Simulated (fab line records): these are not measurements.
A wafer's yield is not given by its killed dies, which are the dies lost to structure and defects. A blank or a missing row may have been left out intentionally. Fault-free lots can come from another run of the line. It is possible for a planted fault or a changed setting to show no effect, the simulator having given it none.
fab line records | flow sky130
[record] lots = 12 | wafers = 36 | lastDay = 50
route steps=708 shown METAL4@629 METAL5@676 PAD_OPEN@708
lots that met no fault: taken from a fault-free run of the same line
startH: start of the lot's first displayed wafer, in hours after the record's first day | waitH: how many hours have passed since the lot's step before this one | " the same as in the row above | L1.1+2: a row that stands for several wafers | - either no value or no given start | * or withheld: withheld | < > ~ a bound
route shown NAME@n: NAME is a module with steps in the file, n the number in the route of the first one | usual: mean and standard deviation over wafers with no fault | same: alike in all rows | chamber/n: place in a boat | sites: each site's reading | _std_site: the standard deviation of these | _edge_site: inner sites' mean taken away from outer sites' mean | radiusMm: how far each site lies from the wafer's centre | mask NAME#n: copy n | behind: the tool/chamber that last shaped the wafer | hold: the reason the lot was held/the length of the hold in hours/how it ended | device: the transistor (n, p or np) that didn't switch | end of line: tests run on the same wafers once the route is complete | a step without rows: its recipe alone | killed: at the first sort, the dies lost to defects and structure; wafer yield is something else | map: the dies of a wafer, with x for killed, . for not killed, _ for no die there
set.NAME: the setting as run; set.NAME@STEP: as run at that earlier step | model.NAME: the simulator's own value behind a step, which no gauge read
route steps across a sampled set of lots; one table per step, one row per wafer
services: the hour from which a tool's chamber was out of use, counted from the record's first day as startH (under 0 if before that day), plus the number of hours and why
[[steps]]
[step SKY_METAL4_CD_MEAS_13]
[recipe] targetCdNm = 300
[usual] cdNm = 299.9/1.2
lot.wafer | tool     | chamber | startH  | waitH | cdNm
L323.1    | cdSem-01 | -       | 985.66  | -     | 299.1
L323.3    | "        | -       | "       | "     | 299.2
L323.5    | "        | -       | "       | "     | 298.8
L324.1    | cdSem-02 | -       | 994.03  | -     | 301.9
L324.4    | "        | -       | "       | "     | 300.5
L324.5    | "        | -       | "       | "     | 300.1
L325.2    | cdSem-01 | -       | 1003.88 | -     | 301.0
L325.5    | "        | -       | "       | "     | 299.7
L325.6    | "        | -       | "       | "     | 300.3
L327.2    | cdSem-01 | -       | 1017.68 | -     | 299.5
L327.4    | "        | -       | "       | "     | 302.1
L327.6    | "        | -       | "       | "     | 299.9
L328.3    | cdSem-02 | -       | 1025.19 | -     | 299.3
L328.4    | "        | -       | "       | "     | 298.7
L328.6    | "        | -       | "       | "     | 298.8
L332.2    | cdSem-01 | -       | 1051.62 | -     | 297.9
L332.4    | "        | -       | "       | "     | 300.5
L332.5    | "        | -       | "       | "     | 300.5
L334.4    | cdSem-02 | -       | 1069.22 | -     | 300.3
L334.5    | "        | -       | "       | "     | 301.0
L334.6    | "        | -       | "       | "     | 301.4
L336.2    | cdSem-02 | -       | 1085.70 | -     | 300.8
L336.3    | "        | -       | "       | "     | 299.7
L336.5    | "        | -       | "       | "     | 300.8
L338.1    | cdSem-01 | -       | 1086.38 | -     | 301.0
L338.2    | "        | -       | "       | "     | 302.2
L338.4    | "        | -       | "       | "     | 300.1
L341.2    | cdSem-01 | -       | 1105.78 | -     | 299.7
L341.5    | "        | -       | "       | "     | 298.6
L341.6    | "        | -       | "       | "     | 299.2
L342.4    | cdSem-02 | -       | 1112.62 | -     | 299.7
L342.5    | "        | -       | "       | "     | 301.2
L342.6    | "        | -       | "       | "     | 300.0
L343.1    | cdSem-01 | -       | 1118.66 | -     | 300.0
L343.2    | "        | -       | "       | "     | 297.0
L343.5    | "        | -       | "       | "     | 301.0
[step SKY_METAL4_OVL_MEAS_14]
[usual] METAL4_OVL = 2/5.5
lot.wafer | tool       | chamber | startH  | waitH | METAL4_OVL[nm]
L323.1    | overlay-02 | -       | 985.78  | 0.1   | 4
L323.3    | "          | -       | "       | "     | 3
L323.5    | "          | -       | "       | "     | -2
L324.1    | overlay-01 | -       | 994.15  | 0.1   | -1
L324.4    | "          | -       | "       | "     | -4
L324.5    | "          | -       | "       | "     | 3
L325.2    | overlay-02 | -       | 1003.99 | 0.1   | -5
L325.5    | "          | -       | "       | "     | -6
L325.6    | "          | -       | "       | "     | -8
L327.2    | overlay-01 | -       | 1017.79 | 0.1   | 0
L327.4    | "          | -       | "       | "     | 4
L327.6    | "          | -       | "       | "     | 4
L328.3    | overlay-02 | -       | 1025.28 | 0.1   | -3
L328.4    | "          | -       | "       | "     | 2
L328.6    | "          | -       | "       | "     | -1
L332.2    | overlay-02 | -       | 1051.72 | 0.1   | 6
L332.4    | "          | -       | "       | "     | -1
L332.5    | "          | -       | "       | "     | 5
L334.4    | overlay-01 | -       | 1069.30 | 0.1   | 1
L334.5    | "          | -       | "       | "     | 10
L334.6    | "          | -       | "       | "     | 4
L336.2    | overlay-01 | -       | 1085.80 | 0.1   | -1
L336.3    | "          | -       | "       | "     | 3
L336.5    | "          | -       | "       | "     | 1
L338.1    | overlay-01 | -       | 1086.50 | 0.1   | -3
L338.2    | "          | -       | "       | "     | -5
L338.4    | "          | -       | "       | "     | -2
L341.2    | overlay-01 | -       | 1105.89 | 0.1   | 6
L341.5    | "          | -       | "       | "     | 13
L341.6    | "          | -       | "       | "     | 4
L342.4    | overlay-02 | -       | 1112.70 | 0.1   | 6
L342.5    | "          | -       | "       | "     | -2
L342.6    | "          | -       | "       | "     | -2
L343.1    | overlay-02 | -       | 1118.78 | 0.1   | 5
L343.2    | "          | -       | "       | "     | 5
L343.5    | "          | -       | "       | "     | 6
[step SKY_METAL5_METAL_ETCH_15]
[recipe] targetDepthA = 12600 | stopOn = SiO2 | overEtchFrac = 0.2 | timeS = 252 | chemistry = Cl2/BCl3 | resistSidewallDeg = 86 | pressureMtorr = 10 | icpW = 881 | biasW = 48.5 | Cl2_flow_sccm = 60 | bcl3FlowSccm = 30
[usual] bcl3FlowSccm = 30.01/0.097 | drypumpMotorCurrentA = 5.3/0.38 | oesProductAu = 0.893/0.0049 | throttleValvePct = 22.264/0.0087
lot.wafer | tool        | chamber | startH  | waitH | bcl3FlowSccm | drypumpMotorCurrentA | oesProductAu | rfHoursCounterH | throttleValvePct
L323.1    | rieMetal-03 | 1       | 1034.29 | 0.1   | 30.04        | 5.1                  | 0.895        | 2               | 22.267
L323.3    | "           | 1       | "       | "     | 30.08        | 5.1                  | 0.893        | -               | 22.256
L323.5    | "           | 1       | "       | "     | 30.09        | 5.1                  | 0.897        | -               | 22.280
L324.1    | rieMetal-01 | 1       | 1042.33 | 0.0   | 30.20        | 6.0                  | 0.889        | 15              | 22.253
L324.4    | "           | 0       | "       | "     | 30.00        | 5.1                  | 0.888        | -               | 22.272
L324.5    | "           | 1       | "       | "     | 30.15        | 6.0                  | 0.893        | -               | 22.264
L325.2    | rieMetal-03 | 0       | 1052.56 | 0.0   | 29.95        | 5.7                  | 0.895        | 1               | 22.267
L325.5    | "           | 1       | "       | "     | 29.94        | 5.0                  | 0.893        | -               | 22.257
L325.6    | "           | 0       | "       | "     | 29.89        | 5.7                  | 0.882        | -               | 22.266
L327.2    | rieMetal-03 | 0       | 1066.21 | 0.0   | 29.88        | 5.7                  | 0.889        | 1               | 22.261
L327.4    | "           | 1       | "       | "     | 30.02        | 5.1                  | 0.894        | -               | 22.283
L327.6    | "           | 0       | "       | "     | 29.93        | 5.7                  | 0.898        | -               | 22.276
L328.3    | rieMetal-02 | 0       | 1071.69 | 0.1   | 29.98        | 5.6                  | 0.897        | -               | 22.273
L328.4    | "           | 1       | "       | "     | 30.15        | 4.8                  | 0.892        | -               | 22.259
L328.6    | "           | 0       | "       | "     | 30.05        | 5.6                  | 0.890        | -               | 22.270
L332.2    | rieMetal-03 | 1       | 1095.81 | 0.0   | 30.08        | 5.1                  | 0.893        | 7               | 22.264
L332.4    | "           | 1       | "       | "     | 30.00        | 5.1                  | 0.892        | -               | 22.285
L332.5    | "           | 0       | "       | "     | 29.94        | 5.7                  | 0.896        | -               | 22.263
L334.4    | rieMetal-02 | 1       | 1113.06 | 0.1   | 29.94        | 4.8                  | 0.889        | -               | 22.246
L334.5    | "           | 1       | "       | "     | 29.94        | 4.8                  | 0.891        | -               | 22.252
L334.6    | "           | 0       | "       | "     | 29.93        | 5.6                  | 0.891        | -               | 22.273
L336.2    | rieMetal-03 | 1       | 1129.21 | 0.0   | 30.17        | 5.1                  | 0.886        | 10              | 22.264
L336.3    | "           | 0       | "       | "     | 30.06        | 5.7                  | 0.897        | -               | 22.268
L336.5    | "           | 0       | "       | "     | 29.94        | 5.7                  | 0.884        | -               | 22.251
L338.1    | rieMetal-01 | 1       | 1129.73 | 0.0   | 30.07        | 6.0                  | 0.896        | 21              | 22.269
L338.2    | "           | 0       | "       | "     | 30.08        | 5.1                  | 0.892        | 14              | 22.249
L338.4    | "           | 0       | "       | "     | 30.09        | 5.1                  | 0.893        | -               | 22.275
L341.2    | rieMetal-03 | 0       | 1147.51 | 0.0   | 29.98        | 5.7                  | 0.900        | 8               | 22.277
L341.5    | "           | 1       | "       | "     | 30.02        | 5.1                  | 0.894        | -               | 22.264
L341.6    | "           | 0       | "       | "     | 29.90        | 5.7                  | 0.905        | -               | 22.260
L342.4    | rieMetal-02 | 0       | 1153.64 | 0.1   | 30.03        | 5.5                  | 0.901        | -               | 22.266
L342.5    | "           | 0       | "       | "     | 30.02        | 5.5                  | 0.902        | -               | 22.249
L342.6    | "           | 1       | "       | "     | 30.06        | 4.8                  | 0.894        | -               | 22.268
L343.1    | rieMetal-03 | 0       | 1159.48 | 0.0   | 30.38        | 5.7                  | 0.895        | 9               | 22.250
L343.2    | "           | 1       | "       | "     | 29.88        | 5.1                  | 0.893        | 12              | 22.267
L343.5    | "           | 1       | "       | "     | 29.89        | 5.1                  | 0.901        | -               | 22.281
[step SKY_METAL5_STRIP_16]
[recipe] chemistry = O2/N2 | powerW = 1400 | pressureMtorr = 1500 | platenTempC = withheld | o2FlowSccm = 3000 | n2FlowSccm = 300 | overashFraction = 0.5
[usual] drypumpMotorCurrentA = 5.54/0.25 | oesProductAu = 0.710/0.0046 | stripTimeToEndpointS = 13.09/0.11
lot.wafer | tool           | chamber | startH  | waitH | drypumpMotorCurrentA | oesProductAu | rfHoursCounterH | stripTimeToEndpointS
L323.1    | plasmaAsher-03 | 0       | 1034.91 | 0.5   | 5.44                 | 0.708        | 91              | 13.07
L323.3    | "              | 1       | "       | "     | 5.12                 | 0.709        | -               | 13.05
L323.5    | "              | 0       | "       | "     | 5.44                 | 0.709        | -               | 13.04
L324.1    | plasmaAsher-04 | 1       | 1042.57 | 0.2   | 5.75                 | 0.711        | 62              | 12.98
L324.4    | "              | 0       | "       | "     | 5.78                 | 0.701        | -               | 13.25
L324.5    | "              | 1       | "       | "     | 5.75                 | 0.707        | -               | 12.99
L325.2    | plasmaAsher-02 | 0       | 1052.79 | 0.2   | 5.64                 | 0.717        | 31              | 13.08
L325.5    | "              | 0       | "       | "     | 5.64                 | 0.709        | -               | 13.16
L325.6    | "              | 1       | "       | "     | 5.54                 | 0.716        | -               | 13.16
L327.2    | plasmaAsher-04 | 0       | 1066.45 | 0.2   | 5.80                 | 0.707        | 65              | 13.19
L327.4    | "              | 1       | "       | "     | 5.76                 | 0.713        | -               | 13.18
L327.6    | "              | 1       | "       | "     | 5.78                 | 0.718        | -               | 13.15
L328.3    | plasmaAsher-04 | 1       | 1071.88 | 0.1   | 5.78                 | 0.717        | -               | 13.42
L328.4    | "              | 0       | "       | "     | 5.79                 | 0.714        | -               | 13.09
L328.6    | "              | 1       | "       | "     | 5.78                 | 0.706        | -               | 13.33
L332.2    | plasmaAsher-03 | 0       | 1096.04 | 0.2   | 5.45                 | 0.712        | 97              | 13.01
L332.4    | "              | 0       | "       | "     | 5.43                 | 0.707        | -               | 13.04
L332.5    | "              | 0       | "       | "     | 5.46                 | 0.714        | -               | 12.91
L334.4    | plasmaAsher-04 | 0       | 1113.25 | 0.1   | 5.79                 | 0.695        | -               | 13.04
L334.5    | "              | 1       | "       | "     | 5.75                 | 0.715        | -               | 13.12
L334.6    | "              | 0       | "       | "     | 5.80                 | 0.712        | -               | 13.22
L336.2    | plasmaAsher-03 | 1       | 1129.45 | 0.2   | 5.13                 | 0.711        | 100             | 12.94
L336.3    | "              | 0       | "       | "     | 5.44                 | 0.713        | -               | 13.07
L336.5    | "              | 1       | "       | "     | 5.15                 | 0.715        | -               | 13.08
L338.1    | plasmaAsher-04 | 0       | 1129.97 | 0.2   | 5.77                 | 0.714        | 71              | 13.10
L338.2    | "              | 1       | "       | "     | 5.79                 | 0.738        | 71              | 12.64
L338.4    | "              | 1       | "       | "     | 5.76                 | 0.738        | -               | 12.61
L341.2    | plasmaAsher-04 | 0       | 1147.75 | 0.2   | 5.80                 | 0.711        | 73              | 13.07
L341.5    | "              | 1       | "       | "     | 5.75                 | 0.735        | -               | 12.56
L341.6    | "              | 0       | "       | "     | 5.80                 | 0.699        | -               | 13.16
L342.4    | plasmaAsher-02 | 1       | 1153.83 | 0.1   | 5.51                 | 0.710        | -               | 12.97
L342.5    | "              | 0       | "       | "     | 5.66                 | 0.707        | -               | 12.89
L342.6    | "              | 1       | "       | "     | 5.50                 | 0.716        | -               | 12.93
L343.1    | plasmaAsher-03 | 1       | 1159.72 | 0.2   | 5.14                 | 0.715        | 103             | 13.07
L343.2    | "              | 0       | "       | "     | 5.41                 | 0.711        | 103             | 13.12
L343.5    | "              | 0       | "       | "     | 5.44                 | 0.709        | -               | 13.04
[step SKY_PAD_OPEN_PROBE_99]
[usual] defectLimitedYield = 82.6/2 | killed_at_M0_to_M3 = 43/7.6 | killed_at_M4_up = 2.9/1.9 | killedAtContacts = 24/5 | killedAtFrontEnd = 15/4.3 | killedAtOther = 0.3/0.54 | killedDies = 85/10 | killedOpen = 47/7 | killedShort = 38/6.4 | sort_bin_3_pad_short = 0.8/0.4 | sort_bin_5_function = 10.3/1.6 | sort_bin_6_memory = 6.2/1.1 | sortNPass = 407/10 | sortYieldPct = 82.6/2
[same] grossDies = 492 | killedAtBackSide = 0 | sort_bin_4_leakage[%] = 0 | sort_bin_8_speed[%] = 0
lot.wafer | tool      | chamber | startH  | waitH | defectLimitedYield[%] | killed_at_M0_to_M3 | killed_at_M4_up | killedAtContacts | killedAtFrontEnd | killedAtOther | killedDies | killedOpen | killedShort | sort_bin_3_pad_short[%] | sort_bin_5_function[%] | sort_bin_6_memory[%] | sortNPass | sortYieldPct[%]
L323.1    | prober-01 | -       | 1081.18 | 0.1   | 84.8                  | 35                 | 3               | 24               | 13               | 0             | 75         | 41         | 34          | 0.8                     | 8.1                    | 6.3                  | 417       | 84.8
L323.3    | prober-01 | -       | 1081.28 | 0.2   | 82.1                  | 55                 | 2               | 19               | 11               | 1             | 88         | 45         | 43          | 1.2                     | 11.2                   | 5.5                  | 404       | 82.1
L323.5    | prober-01 | -       | 1081.38 | 0.2   | 83.5                  | 42                 | 5               | 21               | 12               | 1             | 81         | 47         | 34          | 1.0                     | 7.9                    | 7.5                  | 411       | 83.5
L327.2    | prober-01 | -       | 1111.13 | 0.1   | 83.3                  | 46                 | 2               | 21               | 13               | 0             | 82         | 45         | 37          | 0.6                     | 10.2                   | 5.9                  | 410       | 83.3
L327.4    | prober-01 | -       | 1111.23 | 0.2   | 84.1                  | 37                 | 1               | 23               | 17               | 0             | 78         | 47         | 31          | 0.8                     | 8.5                    | 6.5                  | 414       | 84.1
L327.6    | prober-01 | -       | 1111.33 | 0.2   | 84.1                  | 40                 | 2               | 19               | 16               | 1             | 78         | 42         | 36          | 1.2                     | 9.3                    | 5.3                  | 414       | 84.1
L334.4    | prober-02 | -       | 1154.94 | 0.2   | 86.2                  | 32                 | 2               | 25               | 9                | 0             | 68         | 47         | 21          | 0.6                     | 9.1                    | 4.1                  | 424       | 86.2
L334.5    | prober-02 | -       | 1154.99 | 0.2   | 85.6                  | 38                 | 1               | 24               | 8                | 0             | 71         | 44         | 27          | 0.2                     | 8.5                    | 5.7                  | 421       | 85.6
L334.6    | prober-02 | -       | 1155.04 | 0.2   | 83.5                  | 48                 | 3               | 19               | 11               | 0             | 81         | 50         | 31          | 1.0                     | 8.9                    | 6.5                  | 411       | 83.5
L341.2    | prober-01 | -       | 1186.02 | 0.1   | 82.3                  | 39                 | 5               | 26               | 17               | 0             | 87         | 49         | 38          | 0.8                     | 9.1                    | 7.7                  | 405       | 82.3
L341.5    | prober-01 | -       | 1186.17 | 0.2   | 82.7                  | 39                 | 3               | 27               | 15               | 1             | 85         | 47         | 38          | 0.4                     | 10.0                   | 6.9                  | 407       | 82.7
L341.6    | prober-01 | -       | 1186.22 | 0.2   | 81.7                  | 44                 | 1               | 29               | 16               | 0             | 90         | 51         | 39          | 1.2                     | 11.8                   | 5.3                  | 402       | 81.7
L342.4    | prober-02 | -       | 1190.92 | 0.2   | 83.9                  | 32                 | 1               | 27               | 19               | 0             | 79         | 47         | 32          | 0.6                     | 9.6                    | 5.9                  | 413       | 83.9
L342.5    | prober-02 | -       | 1190.97 | 0.2   | 79.9                  | 46                 | 5               | 31               | 17               | 0             | 99         | 56         | 43          | 1.2                     | 12.8                   | 6.1                  | 393       | 79.9
L342.6    | prober-02 | -       | 1191.02 | 0.2   | 83.5                  | 43                 | 5               | 21               | 12               | 0             | 81         | 41         | 40          | 0.4                     | 9.3                    | 6.7                  | 411       | 83.5
// killed by level:class
L323.1 CONTACT:geometricParticle:open=14 VIA1:geometricParticle:open=10 POLY_GATE:geometricParticle:open=5 VIA1:geometricParticle:short=5 METAL1:geometricParticle:short=5 CONTACT:geometricParticle:short=4 LOCAL_INTERCONNECT:geometricParticle:short=4 VIA3:geometricParticle:open=3
L323.3 VIA1:geometricParticle:open=12 METAL1:geometricParticle:short=10 CONTACT:geometricParticle:open=8 VIA2:geometricParticle:open=8 POLY_GATE:geometricParticle:short=5 VIA2:geometricParticle:short=5 LI_CONTACT:geometricParticle:open=4 CONTACT:geometricParticle:short=4
L323.5 CONTACT:geometricParticle:open=12 VIA1:geometricParticle:open=10 VIA2:geometricParticle:open=6 FIELD_ISO:geometricParticle:open=5 VIA1:geometricParticle:short=5 VIA2:geometricParticle:short=5 METAL1:geometricParticle:short=4 METAL2:geometricParticle:short=4
L327.2 VIA3:geometricParticle:open=9 CONTACT:geometricParticle:open=8 VIA1:geometricParticle:short=8 VIA1:geometricParticle:open=8 FIELD_ISO:geometricParticle:short=5 LI_CONTACT:geometricParticle:open=5 VIA2:geometricParticle:open=5 CONTACT:geometricParticle:short=4
L327.4 VIA1:geometricParticle:open=11 LI_CONTACT:geometricParticle:open=8 CONTACT:geometricParticle:open=8 POLY_GATE:geometricParticle:open=6 METAL2:geometricParticle:short=6 METAL1:geometricParticle:short=5 VIA1:geometricParticle:short=5 FIELD_ISO:geometricParticle:open=4
L327.6 VIA3:geometricParticle:open=11 FIELD_ISO:geometricParticle:short=6 FIELD_ISO:geometricParticle:open=6 CONTACT:geometricParticle:open=6 LOCAL_INTERCONNECT:geometricParticle:short=5 VIA1:geometricParticle:open=5 METAL2:geometricParticle:short=5 METAL1:geometricParticle:short=4
L334.4 CONTACT:geometricParticle:open=12 VIA3:geometricParticle:open=7 FIELD_ISO:geometricParticle:open=6 VIA1:geometricParticle:open=6 VIA2:geometricParticle:open=6 LI_CONTACT:geometricParticle:open=5 LOCAL_INTERCONNECT:geometricParticle:short=4 CONTACT:geometricParticle:short=3
L334.5 VIA1:geometricParticle:open=12 CONTACT:geometricParticle:open=11 VIA1:geometricParticle:short=7 LI_CONTACT:geometricParticle:open=6 METAL1:geometricParticle:short=4 VIA2:geometricParticle:open=4 FIELD_ISO:geometricParticle:open=3 LOCAL_INTERCONNECT:geometricParticle:short=3
L334.6 VIA1:geometricParticle:open=12 VIA2:geometricParticle:open=10 VIA3:geometricParticle:open=10 CONTACT:geometricParticle:open=7 LI_CONTACT:geometricParticle:open=5 LI_CONTACT:geometricParticle:short=4 METAL2:geometricParticle:short=4 POLY_GATE:geometricParticle:open=3
L341.2 CONTACT:geometricParticle:open=11 VIA1:geometricParticle:open=7 VIA3:geometricParticle:open=7 METAL1:geometricParticle:short=6 METAL2:geometricParticle:short=6 LI_CONTACT:geometricParticle:open=5 CONTACT:geometricParticle:short=5 FIELD_ISO:geometricParticle:open=4
L341.5 VIA3:geometricParticle:open=9 CONTACT:geometricParticle:open=8 VIA1:geometricParticle:open=8 POLY_GATE:geometricParticle:open=5 LI_CONTACT:geometricParticle:open=5 METAL2:geometricParticle:short=5 CONTACT:geometricParticle:short=4 LI_CONTACT:geometricParticle:short=4
L341.6 VIA3:geometricParticle:open=10 CONTACT:geometricParticle:short=9 VIA2:geometricParticle:open=8 LI_CONTACT:geometricParticle:open=7 LOCAL_INTERCONNECT:geometricParticle:short=7 METAL1:geometricParticle:short=7 CONTACT:geometricParticle:open=6 VIA1:geometricParticle:open=6
L342.4 CONTACT:geometricParticle:open=13 LI_CONTACT:geometricParticle:open=7 POLY_GATE:geometricParticle:open=6 VIA3:geometricParticle:open=5 FIELD_ISO:geometricParticle:open=4 VIA1:geometricParticle:short=4 VIA1:geometricParticle:open=4 METAL2:geometricParticle:short=4
L342.5 VIA1:geometricParticle:open=13 LI_CONTACT:geometricParticle:open=11 CONTACT:geometricParticle:open=9 VIA3:geometricParticle:open=6 LOCAL_INTERCONNECT:geometricParticle:short=4 CONTACT:geometricParticle:short=4 METAL1:geometricParticle:short=4 VIA1:geometricParticle:short=4
L342.6 VIA1:geometricParticle:open=9 VIA1:geometricParticle:short=8 VIA2:geometricParticle:open=7 CONTACT:geometricParticle:open=6 LI_CONTACT:geometricParticle:open=5 VIA3:geometricParticle:open=5 POLY_GATE:geometricParticle:short=4 LOCAL_INTERCONNECT:geometricParticle:short=4
[[services]]
tool           | chamber | startH  | hours | kind
rieMetal-03    | 0       | 1028.23 | -     | clean
rieMetal-03    | 0       | 1028.23 | 12.1  | scheduledDown
rieMetal-03    | 0       | 1028.23 | 12.1  | ventCycle
plasmaAsher-03 | -       | 1089.18 | 0.5   | repair
rieMetal-02    | 0       | 1091.00 | -     | clean
rieMetal-02    | 0       | 1091.00 | 20.5  | scheduledDown
rieMetal-02    | 0       | 1091.00 | 20.5  | ventCycle
plasmaAsher-03 | -       | 1150.12 | 1.8   | repair
plasmaAsher-02 | -       | 1158.49 | 3.6   | repair
[[key]]
[firstSign] step = SKY_METAL5_STRIP_16 | reading = oesProductAu | direction = up | sigmas = 5.8 | usual = 0.710 | struck = 0.737
[effect] step = SKY_METAL5_STRIP_16 | reading = stripTimeToEndpointS | direction = down | sigmas = 4.4 | usual = * | struck = *
metAt SKY_METAL5_STRIP_16
struckLots L338,L341
struckWafers L338.2,L338.4,L341.5
notActingAt SKY_METAL4_CD_MEAS_13,SKY_METAL4_OVL_MEAS_14,SKY_METAL5_METAL_ETCH_15
onsetBetween 1113.25 1129.97
[fault] kind = processParameterDrift | tool = plasmaAsher-04 | chamber = 1 | onsetH = 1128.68 | steps = SKY_METAL5_STRIP_16 | channel = powerW | offset = * | shape = step | endH = 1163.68 | actsIn = * | stated = *
